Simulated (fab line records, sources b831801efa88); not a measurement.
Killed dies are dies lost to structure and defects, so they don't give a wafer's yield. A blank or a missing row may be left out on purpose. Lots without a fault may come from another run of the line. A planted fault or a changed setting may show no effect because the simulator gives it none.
fab line records | flow sky130
record lots=7 wafers=21 last_day=47
route steps=708 shown RES_XHIGH@339 SD_N@342
lots that met no fault: from a run of the same line without faults
start_h: hours from the record's first day to the start of the lot's first wafer shown | wait_h: hours since the lot's step before | " the same as in the row above | L1.1+2: a row that stands for several wafers | - no value, or no start given | * or withheld: withheld | < > ~ a bound
route shown NAME@n: a module of which the file shows steps, and the number in the route of the first | usual: mean/standard deviation of fault-free wafers | same: alike in all rows | chamber/n: place in a boat | sites: the reading at each site | _std_site: their standard deviation | _edge_site: outer sites' mean less inner sites' | radius_mm: how far each site lies from the wafer's centre | mask NAME#n: copy n | behind: the tool/chamber that last shaped the wafer | hold: why the lot was held/for how many hours/how that ended | device: the transistor (n, p or np) that didn't switch | end of line: the same wafers' tests at the end of the route | a step without rows: its recipe alone | killed: dies lost to structure and defects at the first sort, not the wafer's yield | map: a wafer's dies, x killed, . not, _ none there
set.NAME: the setting as run; set.NAME@STEP: as run at that earlier step | model.NAME: the simulator's own value behind a step, which no gauge read
lots at some steps of the route; a table a step, a row a wafer
services: from which hour (start_h, from the record's first day; less than 0 if before it) a tool's chamber was out of use, for how many hours, and why
## steps
# step SKY_RES_XHIGH_IMPLANT_07
# recipe species=BF2 energy_kev=20 dose_cm2=3.6e+14 tilt_deg=0
# step SKY_RES_XHIGH_STRIP_08
# recipe chemistry=O2/N2 power_w=1400 pressure_mtorr=1500 platen_temp_c=withheld o2_flow_sccm=3000 n2_flow_sccm=300 overash_fraction=0.5
# usual drypump_motor_current_A=5.75/0.15 oes_product_au=0.711/0.0045 strip_time_to_endpoint_s=14.29/0.038
# columns lot.wafer tool chamber start_h wait_h drypump_motor_current_A oes_product_au rf_hours_counter_h strip_time_to_endpoint_s
L557.1 plasma_asher-03 0 633.78 0.1 5.85 0.708 96 14.27
L557.2 " 1 " " 5.45 0.714 96 14.29
L557.3 " 1 " " 5.41 0.715 - 14.24
L558.3 plasma_asher-04 0 647.80 0.1 5.76 0.721 - 14.27
L558.5 " 0 " " 5.75 0.711 - 14.33
L558.6 " 1 " " 5.86 0.712 - 14.32
L559.3 plasma_asher-02 0 650.45 0.1 5.62 0.705 - 14.34
L559.4 " 1 " " 5.84 0.719 - 14.32
L559.6 " 0 " " 5.62 0.718 - 14.29
L560.4 plasma_asher-04 0 661.36 0.1 5.75 0.718 - 14.27
L560.5 " 0 " " 5.75 0.713 - 14.31
L560.6 " 1 " " 5.87 0.716 - 14.28
L563.1 plasma_asher-02 0 678.57 0.1 5.62 0.716 55 14.29
L563.2 " 1 " " 5.87 0.713 55 14.32
L563.3 " 1 " " 5.87 0.710 - 14.30
L564.1 plasma_asher-03 1 687.87 0.1 5.39 0.713 101 14.25
L564.2 " 0 " " 5.86 0.715 101 14.27
L564.3 " 0 " " 5.87 0.708 - 14.33
L565.4 plasma_asher-02 0 695.72 0.1 5.62 0.710 - 14.33
L565.5 " 1 " " 5.89 0.712 - 14.31
L565.6 " 0 " " 5.62 0.706 - 14.27
# step SKY_RES_XHIGH_TW_MEAS_09
# usual RES_XHIGH_TW=1657/13
# columns lot.wafer tool chamber start_h wait_h RES_XHIGH_TW
L557.1 film_metro-01 - 633.88 0.1 1649
L557.2 " - " " 1659
L557.3 " - " " 1642
L558.3 film_metro-02 - 647.89 0.1 1675
L558.5 " - " " 1654
L558.6 " - " " 1667
L559.3 film_metro-01 - 650.54 0.1 1653
L559.4 " - " " 1658
L559.6 " - " " 1661
L560.4 film_metro-02 - 661.46 0.1 1677
L560.5 " - " " 1674
L560.6 " - " " 1674
L563.1 film_metro-02 - 678.67 0.1 1666
L563.2 " - " " 1675
L563.3 " - " " 1675
L564.1 film_metro-01 - 687.97 0.1 1660
L564.2 " - " " 1655
L564.3 " - " " 1656
L565.4 film_metro-02 - 695.81 0.1 1666
L565.5 " - " " 1679
L565.6 " - " " 1676
# step SKY_SD_N_DEHYDRATE_00
# recipe temp_c=200 time_s=60
# step SKY_SD_N_HMDS_01
# recipe prime_time_s=60 prime_temp_c=120
# step SKY_SD_N_COAT_02
# recipe resist=NOVOLAK spin_rpm=3000 resist_thk_nm=1140
# step SKY_SD_N_SOFTBAKE_03
# recipe temp_c=90 time_s=60 resist=NOVOLAK
# step SKY_SD_N_EXPOSE_04
# recipe mask_id=NSDM na=0.6 source_shape=conventional sigma_outer=0.6 polarization=unpolarized target_cd_nm=380 dose_mj=141
# step SKY_SD_N_PEB_05
# recipe temp_c=withheld time_s=* resist=NOVOLAK
# step SKY_SD_N_DEVELOP_06
# recipe resist=NOVOLAK developer=TMAH develop_time_s=60 dev_temp_c=23
# step SKY_SD_N_CD_MEAS_07
# recipe target_cd_nm=380
# usual cd_nm=380.0/2.2
# columns lot.wafer tool chamber start_h wait_h cd_nm
L557.1 cd_sem-01 - 662.88 0.1 378.3
L557.2 " - " " 378.1
L557.3 " - " " 379.6
L558.3 cd_sem-01 - 676.17 0.1 382.2
L558.5 " - " " 380.6
L558.6 " - " " 381.7
L559.3 cd_sem-02 - 679.21 0.1 376.9
L559.4 " - " " 379.8
L559.6 " - " " 378.9
L560.4 cd_sem-02 - 689.73 0.1 374.9
L560.5 " - " " 375.7
L560.6 " - " " 375.7
L563.1 cd_sem-02 - 706.32 0.1 377.9
L563.2 " - " " 378.6
L563.3 " - " " 379.8
L564.1 cd_sem-02 - 714.92 0.1 380.7
L564.2 " - " " 379.8
L564.3 " - " " 377.7
L565.4 cd_sem-02 - 723.03 0.1 378.3
L565.5 " - " " 380.9
L565.6 " - " " 376.7
# step SKY_SD_N_OVL_MEAS_08
# usual SD_N_OVL=0.1/1.2
# columns lot.wafer tool chamber start_h wait_h SD_N_OVL[nm]
L557.1 overlay-02 - 663.00 0.1 -2.6
L557.2 " - " " -1.7
L557.3 " - " " -0.4
L558.3 overlay-02 - 676.26 0.1 1.4
L558.5 " - " " 2.0
L558.6 " - " " 3.8
L559.3 overlay-01 - 679.30 0.1 0.7
L559.4 " - " " 0.9
L559.6 " - " " -0.3
L560.4 overlay-02 - 689.81 0.1 -1.4
L560.5 " - " " -1.0
L560.6 " - " " 0.4
L563.1 overlay-01 - 706.44 0.1 -1.2
L563.2 " - " " -0.1
L563.3 " - " " -0.9
L564.1 overlay-02 - 715.04 0.1 -0.2
L564.2 " - " " 0.9
L564.3 " - " " 0.9
L565.4 overlay-01 - 723.11 0.1 0.1
L565.5 " - " " -0.8
L565.6 " - " " -2.2
# step SKY_SD_N_IMPLANT_09
# recipe species=As energy_kev=50 dose_cm2=4e+15 tilt_deg=0
# usual dose_ions_cm2=4e+15/4.5e+12 implant_ion_amu=75/0
# columns lot.wafer tool chamber start_h wait_h dose_ions_cm2 implant_ion_amu model.implant.rp_nm model.implant.drp_nm
L557.1 implanter-03 0 663.04 0.0 3.997e+15 75 33.57 14.11
L557.2 " 0 " " 3.998e+15 75 33.57 14.11
L557.3 " 0 " " 3.997e+15 75 33.57 14.11
L558.3 implanter-01 0 676.34 0.1 4.005e+15 75 32.34 14.11
L558.5 " 0 " " 3.993e+15 75 32.34 14.11
L558.6 " 0 " " 4e+15 75 32.34 14.11
L559.3 implanter-01 0 679.38 0.1 3.995e+15 75 32.01 14.11
L559.4 " 0 " " 4.004e+15 75 32.01 14.11
L559.6 " 0 " " 4e+15 75 32.01 14.11
L560.4 implanter-03 0 689.90 0.1 4e+15 75 31.56 14.11
L560.5 " 0 " " 4e+15 75 31.56 14.11
L560.6 " 0 " " 4.004e+15 75 31.56 14.11
L563.1 implanter-01 0 706.48 0.0 4.002e+15 49 37.65 18.55
L563.2 " 0 " " 3.997e+15 49 37.65 18.55
L563.3 " 0 " " 3.996e+15 49 37.65 18.55
L564.1 implanter-01 0 715.08 0.0 4.002e+15 49 36.46 18.55
L564.2 " 0 " " 4.008e+15 49 36.46 18.55
L564.3 " 0 " " 4.001e+15 49 36.46 18.55
L565.4 implanter-01 0 723.20 0.1 3.995e+15 49 37.13 18.55
L565.5 " 0 " " 3.992e+15 49 37.13 18.55
L565.6 " 0 " " 4.001e+15 49 37.13 18.55
# step SKY_SD_N_IMPLANT_10
# recipe species=P energy_kev=20 dose_cm2=1e+14 tilt_deg=0
# step SKY_SD_N_STRIP_11
# recipe chemistry=O2/N2 power_w=1400 pressure_mtorr=1500 platen_temp_c=withheld o2_flow_sccm=3000 n2_flow_sccm=300 overash_fraction=0.5
# usual drypump_motor_current_A=5.70/0.14 oes_product_au=0.528/0.0047 strip_time_to_endpoint_s=22.56/0.039
# columns lot.wafer tool chamber start_h wait_h drypump_motor_current_A oes_product_au rf_hours_counter_h strip_time_to_endpoint_s
L557.1 plasma_asher-02 1 663.34 0.1 5.87 0.524 53 22.55
L557.2 " 0 " " 5.61 0.529 53 22.54
L557.3 " 1 " " 5.86 0.535 - 22.50
L558.3 plasma_asher-01 1 676.62 0.1 5.71 0.528 - 22.60
L558.5 " 1 " " 5.75 0.533 - 22.62
L558.6 " 0 " " 5.48 0.540 - 22.57
L559.3 plasma_asher-01 1 679.66 0.1 5.73 0.522 - 22.57
L559.4 " 0 " " 5.49 0.526 - 22.56
L559.6 " 0 " " 5.48 0.520 - 22.54
L560.4 plasma_asher-04 1 690.16 0.1 5.87 0.530 - 22.51
L560.5 " 0 " " 5.75 0.524 - 22.59
L560.6 " 1 " " 5.88 0.530 - 22.56
L563.1 plasma_asher-04 0 706.78 0.1 5.75 0.517 87 23.21
L563.2 " 1 " " 5.89 0.513 87 23.23
L563.3 " 0 " " 5.74 0.522 - 23.22
L564.1 plasma_asher-01 1 715.38 0.1 5.71 0.502 27 23.27
L564.2 " 0 " " 5.48 0.522 27 23.30
L564.3 " 1 " " 5.71 0.521 - 23.23
L565.4 plasma_asher-02 1 723.46 0.1 5.87 0.529 - 23.31
L565.5 " 1 " " 5.85 0.514 - 23.30
L565.6 " 0 " " 5.61 0.523 - 23.32
# step SKY_SD_N_TW_MEAS_12
# usual SD_N_TW=4011/25
# columns lot.wafer tool chamber start_h wait_h hold SD_N_TW
L557.1 film_metro-01 - 663.44 0.1 - 4029
L557.2 " - " " - 4043
L557.3 " - " " - 4027
L558.3 film_metro-01 - 676.71 0.1 - 4050
L558.5 " - " " - 4040
L558.6 " - " " - 4016
L559.3 film_metro-03 - 679.75 0.1 - 3956
L559.4 " - " " - 3990
L559.6 " - " " - 3987
L560.4 film_metro-03 - 690.26 0.1 - 3989
L560.5 " - " " - 3990
L560.6 " - " " - 3988
L563.1 film_metro-03 - 706.88 0.1 await_dispo/0.2h/release 3778
L563.2 " - " " await_dispo/0.2h/release 3757
L563.3 " - " " await_dispo/0.2h/release 3776
L563.1 film_metro-03 - 707.17 0.3 - 3764
L563.2 " - " " - 3776
L563.3 " - " " - 3780
L564.1 film_metro-02 - 715.48 0.1 await_dispo/0.2h/release 3830
L564.2 " - " " await_dispo/0.2h/release 3819
L564.3 " - " " await_dispo/0.2h/release 3826
L564.1 film_metro-02 - 715.71 0.2 - 3806
L564.2 " - " " - 3808
L564.3 " - " " - 3808
L565.4 film_metro-03 - 723.55 0.1 await_dispo/0.2h/release 3783
L565.5 " - " " await_dispo/0.2h/release 3764
L565.6 " - " " await_dispo/0.2h/release 3784
L565.4 film_metro-03 - 723.84 0.3 - 3759
L565.5 " - " " - 3758
L565.6 " - " " - 3792
## services
# columns tool chamber start_h hours kind
implanter-03 - 631.53 3.3 repair
implanter-01 - 650.27 2.5 repair
plasma_asher-03 - 663.60 2.2 repair
## key
first_sign step=SKY_SD_N_IMPLANT_09 reading=implant_ion_amu direction=down sigmas=99+ usual=75 struck=49
effect step=SKY_SD_N_STRIP_11 reading=strip_time_to_endpoint_s direction=up sigmas=18 usual=* struck=*
effect step=SKY_SD_N_TW_MEAS_12 reading=visit direction=added
effect step=SKY_SD_N_TW_MEAS_12 reading=SD_N_TW direction=down sigmas=8.8 usual=4011 struck=3791
model_effect step=SKY_SD_N_IMPLANT_09 value=implant.rp_nm without=31.99 struck=37.08
met_at SKY_SD_N_IMPLANT_09
struck_wafers L563.1,L563.2,L563.3,L564.1,L564.2,L564.3,L565.4,L565.5,L565.6
sort_left_out L563.1,L563.2,L563.3,L564.1,L564.2,L564.3,L565.4,L565.5,L565.6
tester_left_out L563,L564,L565
onset_between 689.90 706.48
fault kind=wrong_recipe_download tool=implanter-01,implanter-02,implanter-03 chamber=- onset_h=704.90 steps=SKY_SD_N_IMPLANT_09 wrong_recipe.not_listed=1
# tester_left_out: of these lots the tester's yield and bins aren't shown, on N5 and GAA mostly nor the transistor test; their killed dies are dies lost to structure and defects alone, not to doping, threshold or leakage, so they don't give the yield
# sort_left_out: the simulated sort isn't trusted on such a fault, so these wafers' sort isn't shown, and their yield isn't known
